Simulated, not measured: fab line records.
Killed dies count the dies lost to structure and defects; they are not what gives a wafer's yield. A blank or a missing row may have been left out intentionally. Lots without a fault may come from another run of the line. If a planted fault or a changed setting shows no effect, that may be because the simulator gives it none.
fab line records | flow gf180mcu
[record] lots = 10 wafers = 30 last_day = 34
route steps=602 shown SAB@277 CONTACT@303
lots that met no fault: taken from a fault-free run of the same line
start_h: start of the lot's first displayed wafer, in hours after the record's first day | wait_h: time in hours since the lot's previous step | " repeats the value in the row above | L1.1+2: a row that stands for several wafers | - either no value or no given start | * or withheld: withheld | < > ~ a bound
route shown NAME@n: names a module that has steps shown in the file, with the first one's number in the route | usual: mean/standard deviation of fault-free wafers | same: alike in all rows | chamber/n: place in a boat | sites: readings site by site | _std_site: standard deviation of those values | _edge_site: the outer-site mean with the inner-site mean subtracted | radius_mm: for every site, how far away it sits from the centre of the wafer | mask NAME#n: copy n | behind: tool/chamber where the wafer was last shaped | hold: why the lot went on hold/how many hours it stayed there/how the hold came to an end | device: the transistor (n, p or np) that didn't switch | end of line: tests run on the same wafers once the route is complete | a step given without rows: its recipe and nothing more | killed: the dies lost at the first sort to structure and to defects; this is not the yield of the wafer | map: dies across one wafer; x = killed, . = not, _ = none there
set.NAME: the setting the step ran with; set.NAME@STEP: the setting that earlier step ran with | model.NAME: the simulator's own value behind a step, which no gauge read
the route's steps for a sample of lots (tables are steps, rows are wafers)
services: from which hour (start_h, from the record's first day; less than 0 if before it) a tool's chamber was out of use, for how many hours, and why
[[steps]]
[step GF_SAB_STRIP_13]
[recipe] chemistry = O2/N2 power_w = 1400 pressure_mtorr = 1500 platen_temp_c = 250 o2_flow_sccm = 3000 n2_flow_sccm = 300 overash_fraction = 0.5
[usual] drypump_motor_current_A = 5.6/0.35 heater_power_w = 334/42 oes_product_au = 0.710/0.0044 strip_time_to_endpoint_s = 12.63/0.04
// columns lot.wafer tool chamber start_h wait_h drypump_motor_current_A heater_power_w oes_product_au rf_hours_counter_h strip_time_to_endpoint_s
L773.1 plasma_asher-03 0 337.61 0.0 6.0 366 0.713 57 12.65
L773.2 " 1 " " 5.3 343 0.715 57 12.67
L773.4 " 1 " " 5.3 345 0.709 - 12.68
L777.1 plasma_asher-01 0 374.06 0.0 6.1 269 0.709 26 12.62
L777.4 " 1 " " 5.3 329 0.717 - 12.62
L777.6 " 1 " " 5.3 321 0.705 - 12.62
L778.4 plasma_asher-02 1 384.74 0.0 5.5 402 0.712 - 12.58
L778.5 " 1 " " 5.4 408 0.706 - 12.59
L778.6 " 0 " " 5.7 295 0.707 - 12.61
L779.1 plasma_asher-02 1 395.35 0.0 5.4 403 0.716 76 12.58
L779.2 " 0 " " 5.7 298 0.715 76 12.62
L779.6 " 0 " " 5.7 295 0.717 - 12.55
L784.1 plasma_asher-03 1 434.46 0.0 5.3 350 0.706 67 12.64
L784.3 " 0 " " 6.0 359 0.709 - 12.67
L784.5 " 1 " " 5.2 343 0.709 - 12.66
L785.1 plasma_asher-01 0 453.16 0.0 6.1 275 0.710 34 12.71
L785.2 " 1 " " 5.3 333 0.713 34 12.68
L785.5 " 0 " " 6.1 274 0.710 - 12.74
L787.2 plasma_asher-01 1 464.11 0.0 5.3 332 0.711 35 12.59
L787.3 " 1 " " 5.3 331 0.710 - 12.61
L787.4 " 0 " " 6.1 270 0.707 - 12.63
L794.2 plasma_asher-02 1 519.50 0.0 5.5 412 0.716 9 12.60
L794.3 " 1 " " 5.5 425 0.711 - 12.56
L794.4 " 0 " " 5.7 285 0.712 - 12.61
L795.2 plasma_asher-01 1 525.11 0.0 5.3 323 0.714 41 12.55
L795.4 " 0 " " 6.1 268 0.719 - 12.53
L795.5 " 0 " " 6.1 269 0.707 - 12.58
L796.2 plasma_asher-01 0 532.25 0.0 6.1 273 0.717 42 12.65
L796.4 " 0 " " 6.1 275 0.709 - 12.65
L796.6 " 0 " " 6.1 267 0.714 - 12.67
[step GF_CONTACT_ETCH_16]
[recipe] chemistry = N2/H2 target_depth_a = withheld overetch_a = withheld time_s = withheld target = BARC ion_energy_ev = 200 source_w = 500 bias_w = 100 pressure_mtorr = 30 n2_flow_sccm = 100 h2_flow_sccm = 200
[usual] drypump_motor_current_A = 5.4/0.38 h2_flow_sccm = 200.0/0.65 oes_product_au = 0.855/0.0046 throttle_valve_pct = 13.224/0.0096
// columns lot.wafer tool chamber start_h wait_h drypump_motor_current_A h2_flow_sccm oes_product_au throttle_valve_pct
L773.1 rie_diel-02 0 361.36 0.0 4.9 198.8 0.857 13.247
L773.2 " 1 " " 5.9 200.9 0.853 13.218
L773.4 " 3 " " 4.8 200.8 0.855 13.239
L777.1 rie_diel-03 0 397.93 0.0 4.7 200.3 0.856 13.216
L777.4 " 1 " " 5.7 200.5 0.857 13.242
L777.6 " 3 " " 5.8 199.7 0.851 13.235
L778.4 rie_diel-01 3 409.40 0.0 5.5 201.3 0.840 13.206
L778.5 " 2 " " 5.5 200.5 0.860 13.214
L778.6 " 1 " " 5.1 200.8 0.854 13.224
L779.1 rie_diel-01 1 420.25 0.0 5.1 199.4 0.845 13.230
L779.2 " 2 " " 5.5 198.9 0.860 13.207
L779.6 " 0 " " 5.8 199.6 0.852 13.233
L784.1 rie_diel-01 0 460.26 0.0 5.7 200.4 0.851 13.215
L784.3 " 3 " " 5.5 200.7 0.854 13.217
L784.5 " 3 " " 5.5 200.4 0.861 13.217
L785.1 rie_diel-01 1 479.10 0.0 5.1 200.4 0.848 13.224
L785.2 " 3 " " 5.5 199.5 0.850 13.229
L785.5 " 1 " " 5.1 200.6 0.860 13.230
L787.2 rie_diel-02 1 489.75 0.0 5.9 200.3 0.857 13.229
L787.3 " 3 " " 4.9 200.2 0.859 13.235
L787.4 " 2 " " 5.5 199.9 0.859 13.218
L794.2 rie_diel-01 0 543.45 0.0 5.8 200.2 0.857 13.212
L794.3 " 1 " " 5.1 200.7 0.848 13.226
L794.4 " 2 " " 5.5 200.8 0.851 13.225
L795.2 rie_diel-01 0 549.70 0.0 5.8 199.3 0.861 13.215
L795.4 " 0 " " 5.8 199.7 0.853 13.227
L795.5 " 2 " " 5.5 198.6 0.865 13.211
L796.2 rie_diel-03 1 555.87 0.0 5.7 201.3 0.853 13.215
L796.4 " 3 " " 5.8 200.4 0.854 13.225
L796.6 " 0 " " 4.7 199.8 0.856 13.213
[step GF_CONTACT_STRIP_18]
[recipe] chemistry = O2/N2 power_w = 1400 pressure_mtorr = 1500 platen_temp_c = 250 o2_flow_sccm = 3000 n2_flow_sccm = 300 overash_fraction = 0.5
[usual] drypump_motor_current_A = 5.8/0.45 heater_power_w = 329/29 oes_product_au = 0.580/0.0047
// columns lot.wafer tool chamber start_h wait_h drypump_motor_current_A heater_power_w oes_product_au rf_hours_counter_h
L773.1 plasma_asher-03 1 361.52 - 5.3 347 0.583 59
L773.2 " 0 " " 6.0 367 0.578 59
L773.4 " 1 " " 5.2 354 0.581 -
L777.1 plasma_asher-04 0 398.09 - 5.8 320 0.577 76
L777.4 " 0 " " 5.9 326 0.575 -
L777.6 " 0 " " 5.8 321 0.584 -
L778.4 plasma_asher-03 0 409.59 - 6.0 359 0.582 -
L778.5 " 1 " " 5.3 342 0.583 -
L778.6 " 0 " " 6.0 364 0.582 -
L779.1 plasma_asher-04 1 420.41 - 6.6 323 0.576 78
L779.2 " 0 " " 5.9 333 0.577 78
L779.6 " 0 " " 5.9 333 0.580 -
L784.1 plasma_asher-04 1 460.42 - 6.5 321 0.578 83
L784.3 " 1 " " 6.5 322 0.589 -
L784.5 " 1 " " 6.5 323 0.574 -
L785.1 plasma_asher-03 0 479.26 - 6.0 364 0.578 72
L785.2 " 1 " " 5.3 358 0.584 72
L785.5 " 0 " " 6.0 354 0.576 -
L787.2 plasma_asher-03 0 489.91 - 6.0 354 0.576 73
L787.3 " 1 " " 5.3 346 0.594 -
L787.4 " 0 " " 6.0 372 0.585 -
L794.2 plasma_asher-01 1 543.61 - 5.3 331 0.576 43
L794.3 " 1 " " 5.2 328 0.575 -
L794.4 " 0 " " 6.1 269 0.574 -
L795.2 plasma_asher-03 0 549.87 - 6.0 376 0.577 80
L795.4 " 0 " " 6.0 358 0.585 -
L795.5 " 1 " " 5.3 351 0.581 -
L796.2 plasma_asher-01 1 556.04 - 5.3 321 0.579 45
L796.4 " 0 " " 6.1 270 0.583 -
L796.6 " 0 " " 6.1 268 0.580 -
[step GF_CONTACT_CVD_24]
[recipe] material = W target_thk_nm = 300 time_s = 90.339 temp_c = 400 pressure_torr = 40
[usual] heater_power_outer_w = 504/48 heater_power_w = 828/48 susceptor_temp_C = 400.00/0.25
// columns lot.wafer tool chamber start_h wait_h heater_power_outer_w heater_power_w susceptor_temp_C
L773.1 cvd_w-02 0 361.94 0.0 457 825 399.94
L773.2 " 1 " " 586 860 399.89
L773.4 " 0 " " 456 811 399.74
L777.1 cvd_w-02 0 398.58 0.0 474 823 399.80
L777.4 " 0 " " 474 802 399.86
L777.6 " 0 " " 473 826 400.11
L778.4 cvd_w-02 1 410.19 0.1 583 875 399.62
L778.5 " 1 " " 570 873 400.08
L778.6 " 0 " " 475 819 399.85
L779.1 cvd_w-01 1 420.82 0.0 451 747 400.23
L779.2 " 0 " " 488 840 400.27
L779.6 " 0 " " 489 853 399.86
L784.1 cvd_w-02 1 460.82 0.0 573 888 399.93
L784.3 " 0 " " 462 812 399.64
L784.5 " 0 " " 465 836 399.85
L785.1 cvd_w-02 0 479.68 0.0 469 825 400.12
L785.2 " 1 " " 565 893 400.01
L785.5 " 0 " " 467 853 400.11
L787.2 cvd_w-02 1 490.33 0.0 577 870 399.75
L787.3 " 1 " " 588 877 400.01
L787.4 " 0 " " 470 813 400.26
L794.2 cvd_w-02 1 544.01 0.0 571 893 399.91
L794.3 " 1 " " 582 874 400.01
L794.4 " 0 " " 469 825 400.02
L795.2 cvd_w-01 0 550.27 0.0 501 845 399.80
L795.4 " 0 " " 504 846 399.95
L795.5 " 0 " " 484 851 399.72
L796.2 cvd_w-02 0 556.45 0.0 474 836 400.22
L796.4 " 0 " " 475 833 399.69
L796.6 " 0 " " 479 814 400.34
[step GF_CONTACT_RS_MEAS_25]
[recipe] thk_meas_gauge = four-point-probe reads = W_of_CONTACT_CVD_24+TiN_of_CONTACT_SPUTTER_23+Ti_of_CONTACT_SPUTTER_22
[usual] CONTACT_W_RS = 0.384/0.0037
// columns lot.wafer tool chamber start_h wait_h CONTACT_W_RS[ohm/sq]
L773.1 film_metro-04 - 362.04 0.1 0.387
L773.2 " - " " 0.385
L773.4 " - " " 0.388
L777.1 film_metro-03 - 398.68 0.1 0.387
L777.4 " - " " 0.388
L777.6 " - " " 0.380
L778.4 film_metro-01 - 410.32 0.1 0.387
L778.5 " - " " 0.390
L778.6 " - " " 0.385
L779.1 film_metro-01 - 420.92 0.1 0.385
L779.2 " - " " 0.388
L779.6 " - " " 0.388
L784.1 film_metro-01 - 460.92 0.1 0.386
L784.3 " - " " 0.388
L784.5 " - " " 0.319
L785.1 film_metro-01 - 479.78 0.1 0.382
L785.2 " - " " 0.381
L785.5 " - " " 0.317
L787.2 film_metro-03 - 490.45 0.1 0.382
L787.3 " - " " 0.380
L787.4 " - " " 0.317
L794.2 film_metro-04 - 544.13 0.1 0.384
L794.3 " - " " 0.382
L794.4 " - " " 0.385
L795.2 film_metro-04 - 550.39 0.1 0.383
L795.4 " - " " 0.382
L795.5 " - " " 0.387
L796.2 film_metro-01 - 556.57 0.1 0.377
L796.4 " - " " 0.376
L796.6 " - " " 0.376
[step GF_CONTACT_THK_MEAS_26]
[recipe] thk_meas_gauge = xrf reads = W_of_CONTACT_CVD_24
[usual] CONTACT_W_THK = 301/3.2
// columns lot.wafer tool chamber start_h wait_h CONTACT_W_THK[nm]
L773.1 film_metro-04 - 362.16 0.1 296
L773.2 " - " " 299
L773.4 " - " " 297
L777.1 film_metro-03 - 398.80 0.1 300
L777.4 " - " " 302
L777.6 " - " " 307
L778.4 film_metro-01 - 410.41 0.1 300
L778.5 " - " " 295
L778.6 " - " " 301
L779.1 film_metro-01 - 421.04 0.1 300
L779.2 " - " " 298
L779.6 " - " " 298
L784.1 film_metro-01 - 461.04 0.1 301
L784.3 " - " " 299
L784.5 " - " " 362
L785.1 film_metro-01 - 479.90 0.1 303
L785.2 " - " " 303
L785.5 " - " " 367
L787.2 film_metro-03 - 490.56 0.1 301
L787.3 " - " " 304
L787.4 " - " " 365
L794.2 film_metro-04 - 544.24 0.1 301
L794.3 " - " " 304
L794.4 " - " " 301
L795.2 film_metro-04 - 550.50 0.1 301
L795.4 " - " " 304
L795.5 " - " " 300
L796.2 film_metro-01 - 556.68 0.1 307
L796.4 " - " " 306
L796.6 " - " " 309
[step GF_CONTACT_CMP_27]
[recipe] stop_on = SiO2 down_force_psi = 3.5 platen_rpm = 60 t_overpolish_s = 15 target_thk_nm = 0 pad_velocity_m_s = 0.94248
[usual] motor_current_A = 10.7/1.1 retaining_ring_pressure_frac = 1.000/0.005 time_to_endpoint_s = 71.2/2.6
// columns lot.wafer tool chamber start_h wait_h motor_current_A retaining_ring_pressure_frac time_to_endpoint_s
L773.2 cmp-02 2 362.22 0.0 11.7 1.004 72.5
L773.4 " 0 " " 11.1 0.995 71.3
L773.1 " 1 " " 8.8 1.003 70.2
L777.1 cmp-01 0 398.96 0.1 11.3 0.999 71.1
L777.4 " 1 " " 11.7 0.998 67.3
L777.6 " 2 " " 9.9 1.001 67.9
L778.4 cmp-01 2 410.49 0.1 10.2 0.997 69.9
L778.5 " 1 " " 11.2 0.993 69.6
L778.6 " 2 " " 10.1 1.002 72.5
L779.1 cmp-01 2 421.10 0.1 10.4 1.002 67.9
L779.2 " 1 " " 11.8 1.007 69.7
L779.6 " 2 " " 10.2 1.001 68.2
L784.3 cmp-01 1 461.10 0.0 12.6 1.001 69.5
L784.1 " 3 " " 9.1 0.994 69.9
L784.5 " 2 " " 11.0 1.007 84.7
L785.1 cmp-01 0 479.96 0.1 11.1 1.003 68.2
L785.2 " 1 " " 12.2 1.001 68.5
L785.5 " 0 " " 11.0 0.994 78.5
L787.4 cmp-02 2 490.61 0.0 11.1 0.996 83.5
L787.3 " 3 " " 11.4 0.991 73.3
L787.2 " 1 " " 9.3 1.000 73.8
L794.3 cmp-01 2 544.29 0.0 9.8 1.001 73.5
L794.4 " 0 " " 10.9 1.001 75.3
L794.2 " 1 " " 11.7 0.997 75.2
L795.4 cmp-01 3 550.65 0.1 9.1 1.005 70.4
L795.2 " 0 " " 11.0 0.997 72.1
L795.5 " 1 " " 11.4 0.995 71.2
L796.2 cmp-01 1 556.73 0.0 11.8 1.006 70.9
L796.4 " 0 " " 11.1 0.994 73.9
L796.6 " 1 " " 12.1 1.008 73.3
[[services]]
// columns tool chamber start_h hours kind
cmp-02 - 317.59 5.7 repair
plasma_asher-02 - 317.66 1.6 repair
rie_diel-03 - 322.42 0.5 repair
cmp-02 - 332.21 1.1 repair
cmp-01 - 360.07 1.8 repair
plasma_asher-01 - 363.71 1.3 repair
cmp-01 - 371.16 0.6 repair
rie_diel-01 2 375.13 31.7 repair
rie_diel-02 3 380.46 1.6 repair
cvd_w-01 0 380.61 14.6 repair
cvd_w-01 - 390.00 14.0 pm
rie_diel-01 0 393.75 6.8 repair
cmp-02 - 404.20 4.0 pm
rie_diel-03 0 406.78 4.5 repair
cvd_w-02 0 420.88 9.0 repair
plasma_asher-02 - 421.25 9.0 pm
rie_diel-01 2 434.55 56.6 repair
rie_diel-03 3 443.79 4.3 repair
rie_diel-03 0 459.39 3.3 repair
cmp-01 - 471.97 1.6 repair
plasma_asher-01 - 488.35 2.8 pm
cvd_w-02 - 500.10 0.5 repair
rie_diel-01 0 502.20 9.3 repair
plasma_asher-02 - 540.91 4.0 repair
[[key]]
[first_sign] step = GF_CONTACT_RS_MEAS_25 reading = CONTACT_W_RS direction = down sigmas = 18 usual = 0.384 struck = 0.318
[effect] step = GF_CONTACT_THK_MEAS_26 reading = CONTACT_W_THK direction = up sigmas = 20 usual = 301 struck = 365
[effect] step = GF_CONTACT_CMP_27 reading = time_to_endpoint_s direction = up sigmas = 4.3 usual = * struck = *
met_at GF_CONTACT_CVD_24
struck_lots L784,L785,L787
struck_wafers L784.5,L785.5,L787.4
tester_left_out L784,L785,L787
not_acting_at GF_SAB_STRIP_13,GF_CONTACT_ETCH_16,GF_CONTACT_STRIP_18
onset_between 410.19 460.82
[fault] kind = process_parameter_drift tool = cvd_w-02 chamber = - onset_h = 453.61 steps = GF_CONTACT_CVD_24 channel = target_thk_nm offset = 63.258 shape = step end_h = 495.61 scope = struck_wafers_only acts_in = these_recipes_only stated = 300
// tester_left_out: of these lots the tester's yield and bins aren't shown, on N5 and GAA mostly nor the transistor test; their killed dies are dies lost to structure and defects alone, not to doping, threshold or leakage, so they don't give the yield
